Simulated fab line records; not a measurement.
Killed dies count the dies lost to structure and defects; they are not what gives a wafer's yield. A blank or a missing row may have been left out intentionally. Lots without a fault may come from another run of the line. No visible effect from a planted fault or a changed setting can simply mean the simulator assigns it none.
fab line records	flow sky130
record lots=13	wafers=39	lastDay=50
route steps=708 shown PWDE@54 VT_ADJUST_HVTR@138 LDD_HVP@286
lots untouched by any fault: they come from a run of this same line in which no faults occurred
startH: the number of hours between the record's first day and the start of the first shown wafer of the lot	waitH: hours from the lot's prior step to this one	" unchanged from the row above	L1.1+2: one row covering several wafers at once	- value missing, or start not given	* or withheld: withheld	< > ~ a bound
route shown NAME@n: names a module that has steps shown in the file, with the first one's number in the route	usual: average and standard deviation across the fault-free wafers	same: alike in all rows	chamber/n: place in a boat	sites: readings site by site	_std_site: the values' standard deviation	_edge_site: outer sites' mean less inner sites'	radiusMm: how far each site lies from the wafer's centre	mask NAME#n: copy n	behind: the last tool/chamber to shape the wafer	hold: why the lot was held/for how many hours/how that ended	device: names the non-switching transistor (n, p or np)	end of line: tests run on the same wafers once the route is complete	a step given without rows: its recipe and nothing more	killed: dies that structure and defects cost at the first sort, which is not the same as the wafer's yield	map: a wafer's dies, marking killed ones x, the rest . and places with no die _
set.NAME: the run value of the setting; set.NAME@STEP: its run value at that earlier step	model.NAME: the simulator's own value behind a step, which no gauge read
the route's steps for a sample of lots (tables are steps, rows are wafers)
services: from which hour (startH, from the record's first day; less than 0 if before it) a tool's chamber was out of use, for how many hours, and why
## steps
# step SKY_PWDE_STRIP_09
# recipe chemistry=O2/N2	powerW=1400	pressureMtorr=1500	platenTempC=withheld	o2FlowSccm=3000	n2FlowSccm=300	overashFraction=0.5
# usual drypumpMotorCurrentA=5.7/0.57	oesProductAu=0.722/0.0047	stripTimeToEndpointS=36.94/0.12
lot.wafer	tool	chamber	startH	waitH	drypumpMotorCurrentA	oesProductAu	rfHoursCounterH	stripTimeToEndpointS
L547.1	plasmaAsher-03	1	68.35	0.1	5.3	0.721	39	36.89
L547.5	"	1	"	"	5.4	0.719	-	36.89
L547.6	"	0	"	"	6.2	0.733	-	36.95
L550.3	plasmaAsher-01	0	84.33	0.1	6.3	0.717	-	37.22
L550.5	"	1	"	"	4.8	0.730	-	37.24
L550.6	"	0	"	"	6.3	0.714	-	37.12
L552.3	plasmaAsher-03	1	98.51	0.1	5.4	0.723	-	37.01
L552.4	"	0	"	"	6.1	0.719	-	36.93
L552.5	"	1	"	"	5.3	0.720	-	37.16
L558.1	plasmaAsher-02	1	129.07	0.1	5.6	0.724	31	36.88
L558.5	"	1	"	"	5.6	0.729	-	36.80
L558.6	"	0	"	"	6.2	0.726	-	36.88
L559.1	plasmaAsher-03	1	139.05	0.1	5.3	0.720	2	36.90
L559.3	"	0	"	"	6.2	0.734	-	36.87
L559.4	"	1	"	"	5.3	0.719	-	36.91
L561.1	plasmaAsher-02	0	147.35	0.1	6.2	0.717	33	36.73
L561.3	"	1	"	"	5.6	0.722	-	36.89
L561.4	"	0	"	"	6.2	0.729	-	36.74
L562.1	plasmaAsher-02	0	166.17	0.1	6.2	0.723	35	36.91
L562.4	"	0	"	"	6.2	0.719	-	36.88
L562.5	"	0	"	"	6.2	0.724	-	36.89
L563.2	plasmaAsher-03	0	171.77	0.1	6.2	0.728	5	36.99
L563.3	"	0	"	"	6.2	0.720	-	37.01
L563.5	"	1	"	"	5.3	0.724	-	36.98
L565.1	plasmaAsher-01	0	175.60	0.1	6.3	0.726	49	36.63
L565.3	"	1	"	"	4.8	0.721	-	36.68
L565.5	"	1	"	"	4.9	0.717	-	36.67
L564.1	plasmaAsher-03	0	176.83	0.1	6.2	0.732	6	36.95
L564.3	"	1	"	"	5.3	0.726	-	36.91
L564.5	"	1	"	"	5.3	0.715	-	36.96
L566.1	plasmaAsher-01	1	179.22	0.1	4.8	0.722	50	36.92
L566.3	"	0	"	"	6.3	0.722	-	36.96
L566.5	"	0	"	"	6.3	0.726	-	36.96
L569.3	plasmaAsher-03	1	193.73	0.1	5.3	0.732	-	36.77
L569.4	"	0	"	"	6.2	0.715	-	36.85
L569.5	"	0	"	"	6.2	0.719	-	36.90
L568.2	plasmaAsher-01	1	194.85	0.1	4.8	0.726	51	36.86
L568.4	"	0	"	"	6.3	0.718	-	36.90
L568.6	"	1	"	"	4.8	0.717	-	36.85
# step SKY_NWELL_RS_MEAS_31
# recipe thkMeasGauge=four-point-probe
# usual PWDE_RS=5282/20
lot.wafer	tool	chamber	startH	waitH	PWDE_RS[ohm/sq]
L547.1	filmMetro-04	-	106.26	0.1	5270
L547.5	"	-	"	"	5263
L547.6	"	-	"	"	5277
L550.3	filmMetro-04	-	120.75	0.1	5291
L550.5	"	-	"	"	5322
L550.6	"	-	"	"	5305
L552.3	filmMetro-01	-	134.34	0.1	5276
L552.4	"	-	"	"	5272
L552.5	"	-	"	"	5266
L558.1	filmMetro-02	-	169.63	0.1	5271
L558.5	"	-	"	"	5268
L558.6	"	-	"	"	5251
L559.1	filmMetro-04	-	181.51	0.1	5304
L559.3	"	-	"	"	5277
L559.4	"	-	"	"	5283
L561.1	filmMetro-02	-	188.57	0.1	5275
L561.3	"	-	"	"	5283
L561.4	"	-	"	"	5270
L562.1	filmMetro-01	-	207.85	0.1	5277
L562.4	"	-	"	"	5276
L562.5	"	-	"	"	5272
L563.2	filmMetro-02	-	213.77	0.1	5307
L563.3	"	-	"	"	5312
L563.5	"	-	"	"	5275
L565.1	filmMetro-01	-	218.20	0.1	5286
L565.3	"	-	"	"	5272
L565.5	"	-	"	"	5288
L564.1	filmMetro-02	-	219.41	0.1	5299
L564.3	"	-	"	"	5287
L564.5	"	-	"	"	5279
L566.1	filmMetro-04	-	221.98	0.1	5262
L566.3	"	-	"	"	5279
L566.5	"	-	"	"	5262
L569.3	filmMetro-02	-	238.86	0.1	5289
L569.4	"	-	"	"	5280
L569.5	"	-	"	"	5301
L568.2	filmMetro-04	-	239.77	0.1	5277
L568.4	"	-	"	"	5268
L568.6	"	-	"	"	5261
# step SKY_VT_ADJUST_HVTR_CD_MEAS_07
# recipe targetCdNm=380
# usual cdNm=380/3.3
lot.wafer	tool	chamber	startH	waitH	cdNm
L547.1	cdSem-01	-	203.26	0.1	379
L547.5	"	-	"	"	381
L547.6	"	-	"	"	382
L550.3	cdSem-01	-	220.93	0.1	380
L550.5	"	-	"	"	381
L550.6	"	-	"	"	378
L552.3	cdSem-01	-	239.03	0.1	377
L552.4	"	-	"	"	379
L552.5	"	-	"	"	378
L558.1	cdSem-02	-	282.39	0.1	381
L558.5	"	-	"	"	381
L558.6	"	-	"	"	383
L559.1	cdSem-01	-	296.34	0.1	376
L559.3	"	-	"	"	376
L559.4	"	-	"	"	378
L561.1	cdSem-02	-	306.64	0.1	379
L561.3	"	-	"	"	380
L561.4	"	-	"	"	378
L562.1	cdSem-02	-	329.11	0.1	377
L562.4	"	-	"	"	378
L562.5	"	-	"	"	379
L563.2	cdSem-01	-	334.93	0.1	381
L563.3	"	-	"	"	382
L563.5	"	-	"	"	382
L565.1	cdSem-01	-	342.01	0.1	372
L565.3	"	-	"	"	372
L565.5	"	-	"	"	369
L564.1	cdSem-02	-	344.51	0.1	383
L564.3	"	-	"	"	380
L564.5	"	-	"	"	382
L566.1	cdSem-01	-	348.21	0.1	382
L566.3	"	-	"	"	383
L566.5	"	-	"	"	383
L569.3	cdSem-02	-	367.15	0.1	375
L569.4	"	-	"	"	376
L569.5	"	-	"	"	378
L568.2	cdSem-02	-	368.49	0.1	377
L568.4	"	-	"	"	376
L568.6	"	-	"	"	379
# step SKY_LDD_HVP_IMPLANT_08
# recipe species=B	energyKev=20	doseCm2=1.7e+13	tiltDeg=17.9
# same implantIonAmu=11
lot.wafer	tool	chamber	startH	waitH
L547.1+5+6	implanter-02	0	493.87	0.0
L550.3+5+6	implanter-03	0	520.31	0.1
L552.3+4+5	implanter-03	0	539.36	0.1
L558.1+5+6	implanter-02	0	587.22	0.0
L558.1+5+6	implanter-02	0	587.54	0.3
L559.1+3+4	implanter-02	0	601.28	0.0
L561.1+3+4	implanter-02	0	620.02	0.0
L561.1+3+4	implanter-02	0	620.34	0.3
L562.1+4+5	implanter-02	0	643.27	0.0
L563.2+3+5	implanter-02	0	646.55	0.0
L565.1+3+5	implanter-01	0	656.67	0.0
L564.1+3+5	implanter-03	0	660.86	0.0
L566.1+3+5	implanter-01	0	662.46	0.0
L569.3+4+5	implanter-02	0	680.81	0.1
L568.2+4+6	implanter-02	0	681.85	0.0
# step SKY_LDD_HVP_TW_MEAS_10
# usual LDD_HVP_TW=456/3.1
lot.wafer	tool	chamber	startH	waitH	LDD_HVP_TW
L547.1	filmMetro-02	-	494.12	0.1	456
L547.5	"	-	"	"	454
L547.6	"	-	"	"	458
L550.3	filmMetro-02	-	520.53	0.1	456
L550.5	"	-	"	"	451
L550.6	"	-	"	"	454
L552.3	filmMetro-04	-	539.58	0.1	460
L552.4	"	-	"	"	459
L552.5	"	-	"	"	462
L558.1	filmMetro-03	-	587.79	0.1	560
L558.5	"	-	"	"	564
L558.6	"	-	"	"	563
L559.1	filmMetro-02	-	601.53	0.1	456
L559.3	"	-	"	"	454
L559.4	"	-	"	"	455
L561.1	filmMetro-02	-	620.59	0.1	566
L561.3	"	-	"	"	563
L561.4	"	-	"	"	564
L562.1	filmMetro-02	-	643.52	0.1	456
L562.4	"	-	"	"	454
L562.5	"	-	"	"	457
L563.2	filmMetro-03	-	646.79	0.1	452
L563.3	"	-	"	"	448
L563.5	"	-	"	"	451
L565.1	filmMetro-02	-	656.92	0.1	453
L565.3	"	-	"	"	455
L565.5	"	-	"	"	451
L564.1	filmMetro-04	-	661.11	0.1	457
L564.3	"	-	"	"	457
L564.5	"	-	"	"	459
L566.1	filmMetro-04	-	662.71	0.1	459
L566.3	"	-	"	"	461
L566.5	"	-	"	"	458
L569.3	filmMetro-02	-	681.03	0.1	453
L569.4	"	-	"	"	455
L569.5	"	-	"	"	454
L568.2	filmMetro-04	-	682.08	0.1	458
L568.4	"	-	"	"	458
L568.6	"	-	"	"	457
## services
tool	chamber	startH	hours	kind
implanter-02	-	81.03	22.2	pm
plasmaAsher-01	-	98.46	1.9	repair
plasmaAsher-03	-	108.75	9.0	pm
plasmaAsher-03	-	150.50	2.8	pm
implanter-03	-	158.10	3.0	pm
plasmaAsher-01	-	161.90	2.8	pm
implanter-03	-	166.50	1.4	repair
plasmaAsher-01	-	201.48	10.9	repair
implanter-03	-	223.73	0.7	repair
plasmaAsher-01	-	234.74	1.3	repair
plasmaAsher-01	-	246.27	3.2	repair
plasmaAsher-03	-	295.94	4.4	repair
plasmaAsher-03	-	315.81	4.0	repair
plasmaAsher-03	-	367.16	9.7	repair
implanter-02	-	372.85	4.6	pm
plasmaAsher-03	-	454.56	19.3	repair
plasmaAsher-03	-	473.83	14.6	pm
implanter-02	-	478.81	1.0	repair
implanter-02	-	523.06	0.6	repair
plasmaAsher-01	-	580.32	5.3	repair
plasmaAsher-03	-	596.63	2.4	repair
implanter-02	-	608.67	9.7	pm
plasmaAsher-01	-	614.11	7.3	repair
implanter-02	-	674.35	3.8	repair
## key
firstSign step=SKY_LDD_HVP_IMPLANT_08	reading=visit	direction=added
effect step=SKY_LDD_HVP_TW_MEAS_10	reading=LDD_HVP_TW	direction=up	sigmas=34	usual=456	struck=563
metAt SKY_LDD_HVP_IMPLANT_08
struckLots L558,L561
testerLeftOut L558,L561
notActingAt SKY_PWDE_STRIP_09,SKY_NWELL_RS_MEAS_31,SKY_VT_ADJUST_HVTR_CD_MEAS_07
fault kind=repeatedStepWhole	tool=implanter-01,implanter-02,implanter-03	chamber=-	onsetH=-	steps=SKY_LDD_HVP_IMPLANT_08	times=1	scope=struckLotsOnly
# testerLeftOut: of these lots the tester's yield and bins aren't shown, on N5 and GAA mostly nor the transistor test; their killed dies are dies lost to structure and defects alone, not to doping, threshold or leakage, so they don't give the yield
